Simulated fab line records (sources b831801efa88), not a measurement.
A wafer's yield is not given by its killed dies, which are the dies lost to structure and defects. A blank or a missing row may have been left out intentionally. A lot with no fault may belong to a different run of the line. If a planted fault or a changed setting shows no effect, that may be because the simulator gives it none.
Which tool is to blame? || flow sky130 || 13 lots with 39 wafers sampled at 4 steps, on a route of 708 steps

WHAT EACH GAUGE READ, for each wafer
SKY_SONOS_TUNNEL_OVL_MEAS_08. Usual: SONOS_TUNNEL_OVL typically reads 0.4 nm, with standard deviation 1.5.
{"lot": "L866", "measured": "day 12 04:06", "on": "overlay-01", "SONOS_TUNNEL_OVL (nm)": "-0.7 0.2 -0.3", "flag": ""}
{"lot": "L868", "measured": "day 12 14:40", "on": "overlay-02", "SONOS_TUNNEL_OVL (nm)": "-1.5 -2.1 -1.3", "flag": ""}
{"lot": "L869", "measured": "day 12 23:53", "on": "overlay-01", "SONOS_TUNNEL_OVL (nm)": "0.7 1.9 3.3", "flag": ""}
{"lot": "L870", "measured": "day 13 04:41", "on": "overlay-01", "SONOS_TUNNEL_OVL (nm)": "1.2 0.1 0.9", "flag": ""}
{"lot": "L871", "measured": "day 13 15:35", "on": "overlay-01", "SONOS_TUNNEL_OVL (nm)": "1.0 0.2 3.3", "flag": ""}
{"lot": "L872", "measured": "day 14 03:40", "on": "overlay-01", "SONOS_TUNNEL_OVL (nm)": "-1.2 -1.0 -1.6", "flag": ""}
{"lot": "L873", "measured": "day 14 07:44", "on": "overlay-01", "SONOS_TUNNEL_OVL (nm)": "-0.1 -0.9 -1.7", "flag": ""}
{"lot": "L876", "measured": "day 15 07:42", "on": "overlay-02", "SONOS_TUNNEL_OVL (nm)": "0.2 -0.2 0.8", "flag": ""}
{"lot": "L877", "measured": "day 15 15:12", "on": "overlay-01", "SONOS_TUNNEL_OVL (nm)": "-1.7 -0.2 -1.2", "flag": ""}
{"lot": "L878", "measured": "day 15 20:35", "on": "overlay-01", "SONOS_TUNNEL_OVL (nm)": "-0.1 -0.1 -1.5", "flag": ""}
{"lot": "L883", "measured": "day 17 13:29", "on": "overlay-02", "SONOS_TUNNEL_OVL (nm)": "0.5 1.7 1.0", "flag": ""}
{"lot": "L884", "measured": "day 17 23:11", "on": "overlay-01", "SONOS_TUNNEL_OVL (nm)": "-0.9 0.0 0.6", "flag": ""}
{"lot": "L887", "measured": "day 19 00:47", "on": "overlay-01", "SONOS_TUNNEL_OVL (nm)": "-1.3 -1.5 -1.7", "flag": ""}

SKY_LDD_HVN_OVL_MEAS_07. Usual: LDD_HVN_OVL typically reads -0.5 nm, with standard deviation 1.5.
{"lot": "L866", "measured": "day 21 09:14", "on": "overlay-02", "LDD_HVN_OVL (nm)": "-0.5 0.5 0.0", "flag": ""}
{"lot": "L868", "measured": "day 21 16:44", "on": "overlay-01", "LDD_HVN_OVL (nm)": "-1.3 0.6 0.0", "flag": ""}
{"lot": "L869", "measured": "day 22 03:31", "on": "overlay-02", "LDD_HVN_OVL (nm)": "-0.4 1.0 -0.8", "flag": ""}
{"lot": "L870", "measured": "day 22 08:40", "on": "overlay-02", "LDD_HVN_OVL (nm)": "0.7 0.1 1.5", "flag": ""}
{"lot": "L871", "measured": "day 23 06:52", "on": "overlay-02", "LDD_HVN_OVL (nm)": "-1.6 -0.3 -2.5", "flag": ""}
{"lot": "L872", "measured": "day 23 19:41", "on": "overlay-02", "LDD_HVN_OVL (nm)": "0.6 -2.1 -1.5", "flag": ""}
{"lot": "L873", "measured": "day 23 20:52", "on": "overlay-02", "LDD_HVN_OVL (nm)": "-1.2 -0.6 0.5", "flag": ""}
{"lot": "L876", "measured": "day 24 19:04", "on": "overlay-02", "LDD_HVN_OVL (nm)": "-0.6 -0.6 -1.0", "flag": ""}
{"lot": "L877", "measured": "day 25 03:34", "on": "overlay-01", "LDD_HVN_OVL (nm)": "-1.1 -0.2 -0.3", "flag": ""}
{"lot": "L878", "measured": "day 25 13:14", "on": "overlay-02", "LDD_HVN_OVL (nm)": "1.3 1.6 1.3", "flag": ""}
{"lot": "L883", "measured": "day 27 02:50", "on": "overlay-02", "LDD_HVN_OVL (nm)": "-0.1 0.2 -1.0", "flag": ""}
{"lot": "L884", "measured": "day 27 09:19", "on": "overlay-02", "LDD_HVN_OVL (nm)": "-0.2 2.7 0.2", "flag": ""}
{"lot": "L887", "measured": "day 28 09:37", "on": "overlay-01", "LDD_HVN_OVL (nm)": "-1.5 -2.1 -0.6", "flag": ""}

TOOL THAT RAN EACH LOT (tool first, then ch and the chambers of the sampled wafers, then the start)
{"lot": "L866", "SKY_VT_ADJUST_HVTR_STRIP_10": "plasma-asher-01 ch 0,1, day 10 06:44", "SKY_LDD_N_IMPLANT_09": "implanter-01 ch 0, day 18 18:11"}
{"lot": "L868", "SKY_VT_ADJUST_HVTR_STRIP_10": "plasma-asher-01 ch 0,1, day 10 16:17", "SKY_LDD_N_IMPLANT_09": "implanter-01 ch 0, day 19 01:23"}
{"lot": "L869", "SKY_VT_ADJUST_HVTR_STRIP_10": "plasma-asher-04 ch 0,1, day 11 00:37", "SKY_LDD_N_IMPLANT_09": "implanter-01 ch 0, day 19 11:30"}
{"lot": "L870", "SKY_VT_ADJUST_HVTR_STRIP_10": "plasma-asher-04 ch 0,1, day 11 03:23", "SKY_LDD_N_IMPLANT_09": "implanter-03 ch 0, day 19 18:30"}
{"lot": "L871", "SKY_VT_ADJUST_HVTR_STRIP_10": "plasma-asher-03 ch 0,1, day 11 14:14", "SKY_LDD_N_IMPLANT_09": "implanter-03 ch 0, day 20 17:00"}
{"lot": "L872", "SKY_VT_ADJUST_HVTR_STRIP_10": "plasma-asher-01 ch 0,1, day 12 01:28", "SKY_LDD_N_IMPLANT_09": "implanter-01 ch 0, day 21 04:53"}
{"lot": "L873", "SKY_VT_ADJUST_HVTR_STRIP_10": "plasma-asher-04 ch 0,1, day 12 04:56", "SKY_LDD_N_IMPLANT_09": "implanter-03 ch 0, day 21 06:42"}
{"lot": "L876", "SKY_VT_ADJUST_HVTR_STRIP_10": "plasma-asher-03 ch 0,1, day 13 04:17", "SKY_LDD_N_IMPLANT_09": "implanter-01 ch 0, day 22 05:47"}
{"lot": "L877", "SKY_VT_ADJUST_HVTR_STRIP_10": "plasma-asher-01 ch 0,1, day 13 10:59", "SKY_LDD_N_IMPLANT_09": "implanter-03 ch 0, day 22 14:41"}
{"lot": "L878", "SKY_VT_ADJUST_HVTR_STRIP_10": "plasma-asher-03 ch 0,1, day 13 16:47", "SKY_LDD_N_IMPLANT_09": "implanter-01 ch 0, day 23 00:14"}
{"lot": "L883", "SKY_VT_ADJUST_HVTR_STRIP_10": "plasma-asher-01 ch 0,1, day 15 04:35", "SKY_LDD_N_IMPLANT_09": "implanter-01 ch 0, day 24 16:26"}
{"lot": "L884", "SKY_VT_ADJUST_HVTR_STRIP_10": "plasma-asher-03 ch 0,1, day 15 15:41", "SKY_LDD_N_IMPLANT_09": "implanter-01 ch 0, day 24 23:44"}
{"lot": "L887", "SKY_VT_ADJUST_HVTR_STRIP_10": "plasma-asher-04 ch 0,1, day 16 14:26", "SKY_LDD_N_IMPLANT_09": "implanter-03 ch 0, day 25 23:49"}
- SKY_VT_ADJUST_HVTR_STRIP_10: strips in O2/N2.
- SKY_LDD_N_IMPLANT_09

AS READ BY THE TOOLS THEMSELVES (means over the sampled wafers that have a number; for cases with no such wafer, the mark the record gives instead)
SKY_VT_ADJUST_HVTR_STRIP_10. Usual: drypump-motor-current-A 5.8 A, standard deviation 0.62; oes-product-au 0.715 a.u., standard deviation 0.005; strip-time-to-endpoint-s 14.19 s, standard deviation 0.038.
{"lot": "L866", "tool": "plasma-asher-01", "drypump-motor-current-A (A)": 5.9, "oes-product-au (a.u.)": 0.711, "strip-time-to-endpoint-s (s)": 14.18, "flag": ""}
{"lot": "L868", "tool": "plasma-asher-01", "drypump-motor-current-A (A)": 5.5, "oes-product-au (a.u.)": 0.714, "strip-time-to-endpoint-s (s)": 14.14, "flag": ""}
{"lot": "L869", "tool": "plasma-asher-04", "drypump-motor-current-A (A)": 5.4, "oes-product-au (a.u.)": 0.721, "strip-time-to-endpoint-s (s)": 14.20, "flag": ""}
{"lot": "L870", "tool": "plasma-asher-04", "drypump-motor-current-A (A)": 5.5, "oes-product-au (a.u.)": 0.712, "strip-time-to-endpoint-s (s)": 14.12, "flag": ""}
{"lot": "L871", "tool": "plasma-asher-03", "drypump-motor-current-A (A)": 6.5, "oes-product-au (a.u.)": 0.716, "strip-time-to-endpoint-s (s)": 14.18, "flag": ""}
{"lot": "L872", "tool": "plasma-asher-01", "drypump-motor-current-A (A)": 5.5, "oes-product-au (a.u.)": 0.714, "strip-time-to-endpoint-s (s)": 14.10, "flag": ""}
{"lot": "L873", "tool": "plasma-asher-04", "drypump-motor-current-A (A)": 5.5, "oes-product-au (a.u.)": 0.709, "strip-time-to-endpoint-s (s)": 14.21, "flag": ""}
{"lot": "L876", "tool": "plasma-asher-03", "drypump-motor-current-A (A)": 6.5, "oes-product-au (a.u.)": 0.714, "strip-time-to-endpoint-s (s)": 14.21, "flag": ""}
{"lot": "L877", "tool": "plasma-asher-01", "drypump-motor-current-A (A)": 5.5, "oes-product-au (a.u.)": 0.713, "strip-time-to-endpoint-s (s)": 14.20, "flag": ""}
{"lot": "L878", "tool": "plasma-asher-03", "drypump-motor-current-A (A)": 6.5, "oes-product-au (a.u.)": 0.717, "strip-time-to-endpoint-s (s)": 14.20, "flag": ""}
{"lot": "L883", "tool": "plasma-asher-01", "drypump-motor-current-A (A)": 5.9, "oes-product-au (a.u.)": 0.718, "strip-time-to-endpoint-s (s)": 14.21, "flag": ""}
{"lot": "L884", "tool": "plasma-asher-03", "drypump-motor-current-A (A)": 6.4, "oes-product-au (a.u.)": 0.717, "strip-time-to-endpoint-s (s)": 14.21, "flag": ""}
{"lot": "L887", "tool": "plasma-asher-04", "drypump-motor-current-A (A)": 5.4, "oes-product-au (a.u.)": 0.722, "strip-time-to-endpoint-s (s)": 14.26, "flag": ""}

SKY_LDD_N_IMPLANT_09. Usual: dose-ions-cm2 7.5e+13, standard deviation 7.5e+10; end-station-pressure-torr 5.32e-06 Torr, standard deviation 2.9e-07.
{"lot": "L866", "tool": "implanter-01", "dose-ions-cm2": 7.5e+13, "end-station-pressure-torr (Torr)": 5.41e-06, "flag": ""}
{"lot": "L868", "tool": "implanter-01", "dose-ions-cm2": 7.5e+13, "end-station-pressure-torr (Torr)": 5.01e-06, "flag": ""}
{"lot": "L869", "tool": "implanter-01", "dose-ions-cm2": 7.5e+13, "end-station-pressure-torr (Torr)": 5.18e-06, "flag": ""}
{"lot": "L870", "tool": "implanter-03", "dose-ions-cm2": 7.5e+13, "end-station-pressure-torr (Torr)": 5.07e-06, "flag": ""}
{"lot": "L871", "tool": "implanter-03", "dose-ions-cm2": 7.5e+13, "end-station-pressure-torr (Torr)": 5.15e-06, "flag": ""}
{"lot": "L872", "tool": "implanter-01", "dose-ions-cm2": 7.5e+13, "end-station-pressure-torr (Torr)": 5.47e-06, "flag": ""}
{"lot": "L873", "tool": "implanter-03", "dose-ions-cm2": 7.5e+13, "end-station-pressure-torr (Torr)": 5.25e-06, "flag": ""}
{"lot": "L876", "tool": "implanter-01", "dose-ions-cm2": 7.5e+13, "end-station-pressure-torr (Torr)": 5.28e-06, "flag": ""}
{"lot": "L877", "tool": "implanter-03", "dose-ions-cm2": 7.5e+13, "end-station-pressure-torr (Torr)": 5.43e-06, "flag": ""}
{"lot": "L878", "tool": "implanter-01", "dose-ions-cm2": 7.5e+13, "end-station-pressure-torr (Torr)": 5.34e-06, "flag": ""}
{"lot": "L883", "tool": "implanter-01", "dose-ions-cm2": 7.7e+13, "end-station-pressure-torr (Torr)": 5.49e-06, "flag": "OFF"}
{"lot": "L884", "tool": "implanter-01", "dose-ions-cm2": 7.6e+13, "end-station-pressure-torr (Torr)": 5.45e-06, "flag": "OFF"}
{"lot": "L887", "tool": "implanter-03", "dose-ions-cm2": 7.5e+13, "end-station-pressure-torr (Torr)": 5.37e-06, "flag": ""}

THE ANSWER, worked out from the rows above alone
Rule: lot off if the mean of its wafers having a number is beyond 3 standard deviations from the usual mean. Also off: a lot with no number at a reading for which 4 or more lots have one. Any other lot the step has rows for is counted as sound. Order of review: gauges by route order, followed by the tools' own readings, for which a lot's mean as printed above is used. The first step at which some lot is off is used, and at that step the reading that is off furthest; a lot without a number counts as furthest.
Off at SKY_LDD_N_IMPLANT_09 (dose-ions-cm2): L883, L884.
A tool fits if, at that step or a process step before it, it ran every lot that is off, and no sound lot after the first of them. One candidate fits, namely implanter-01 at SKY_LDD_N_IMPLANT_09. A fault onset in the window from L878 (day 23 00:14, its last sound lot) to L883 (day 24 16:26, its first lot off) fits.
The tool's own readings at SKY_LDD_N_IMPLANT_09 bear it out: on the lots that are off they differ by more than 5 times the standard deviation of the sound lots' means. dose-ions-cm2 reads 7.6e+13 there against 7.5e+13 on the sound lots.

WHAT THE SIMULATOR HAD PUT IN
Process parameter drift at SKY_LDD_N_IMPLANT_09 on implanter-01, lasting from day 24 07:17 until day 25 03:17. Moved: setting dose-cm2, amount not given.
Shown lots that were struck: L883, L884. The rule above found the same.
